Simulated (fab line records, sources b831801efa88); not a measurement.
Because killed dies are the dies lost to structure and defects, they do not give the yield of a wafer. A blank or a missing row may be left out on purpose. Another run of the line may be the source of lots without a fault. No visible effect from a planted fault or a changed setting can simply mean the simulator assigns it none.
Problem report in the 8D (eight disciplines) form, filled by code | flow sky130 | the parts of the form that need people (team, actions taken, sign-off) are left out

1. WHAT IS WRONG
Across 6 wafers from 2 lots, SONOS_ONO_CVD_04_THK at SKY_SONOS_ONO_THK_MEAS_05 averages 6.68 nm, while fault-free wafers read 5.73 nm with a standard deviation of 0.1. Relative to the usual mean, that is a shift of +9.5 standard deviations.
First observed at day 16 03:28: wafer L772.1, on filmMetro-03. The record holds 36 wafers of 12 lots with a number at this step. Rule for "out" (also "out of limits"): further than 4 standard deviations from the usual mean. The rest of the wafers with a number are treated as sound.

2. WHAT IT IS, WHAT IT ISN'T
question                    | is                     | is not
which readings at this step | SONOS_ONO_CVD_04_THK   | -
which lots                  | L772, L773             | L758, L761, L763, L765, L766, L767, L769, L770, L780, L781
which wafers of those lots  | all that have a number | -
read on which gauges        | filmMetro-03           | filmMetro-01, filmMetro-02
when                        | from day 16 03:28      | up to then (24 sound wafers); but 6 sound wafers of L780, L781 came after

3. THE SUSPECTS, EACH WITH WHAT RULES IT OUT
Counting: any tool at a process step up to the reading is kept as a suspect provided that every lot that is out went through it and no sound lot did after the first of them.
- the gauge at SKY_SONOS_ONO_THK_MEAS_05: kept. All the wafers that are out were read on filmMetro-03, and no step on other tools shows them out.
- lpcvd-03 at SKY_SONOS_ONO_CVD_04 (deposits SiO2 from SiH4/N2O, target thk 5.7199 nm): ruled out as a lasting fault. Sound lots L780, L781 ran on it after its first lot that is out, L772 (day 16 02:13).
Remaining after the count: filmMetro-03 at SKY_SONOS_ONO_THK_MEAS_05.

4. THE CAUSE (what the simulator had put in)
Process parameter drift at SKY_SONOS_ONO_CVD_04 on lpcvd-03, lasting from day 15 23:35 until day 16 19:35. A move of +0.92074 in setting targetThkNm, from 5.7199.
It was ruled out by counting, in error; the rule expects a fault to strike all lots run on its tool from its start on, and this fault did not.

5. THE CHAIN OF EFFECTS, in route order
Each row: a reading where the mean over the struck wafers with a number is more than 3 standard deviations away from the usual. Only readings whose record carries a usual standard deviation are examined. hours: median over the lots of the time between each lot's start at the first step of this table that gives one and its start at this step. sigmas: the change, counted in usual standard deviations.
hours | step                      | reading              | usual   | on struck wafers | change | sigmas
0     | SKY_SONOS_ONO_THK_MEAS_05 | SONOS_ONO_CVD_04_THK | 5.73 nm | 6.68             | +0.95  | +9.5
Later steps that measure or inspect, where all struck wafers having a row at the step show a number for every such reading and not one has moved that far: SKY_RES_PROTECT_TW_MEAS_08.

6. WHAT WOULD HAVE CAUGHT IT SOONER
4 hours passed between the start of the fault at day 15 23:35 and the first reading out of limits at a measuring or inspecting step in this record, taken at day 16 03:28.
Tool readings at SKY_SONOS_ONO_CVD_04 with a usual standard deviation given in the record: none out on any struck wafer, hence no alarm at a limit of 4 standard deviations on them.
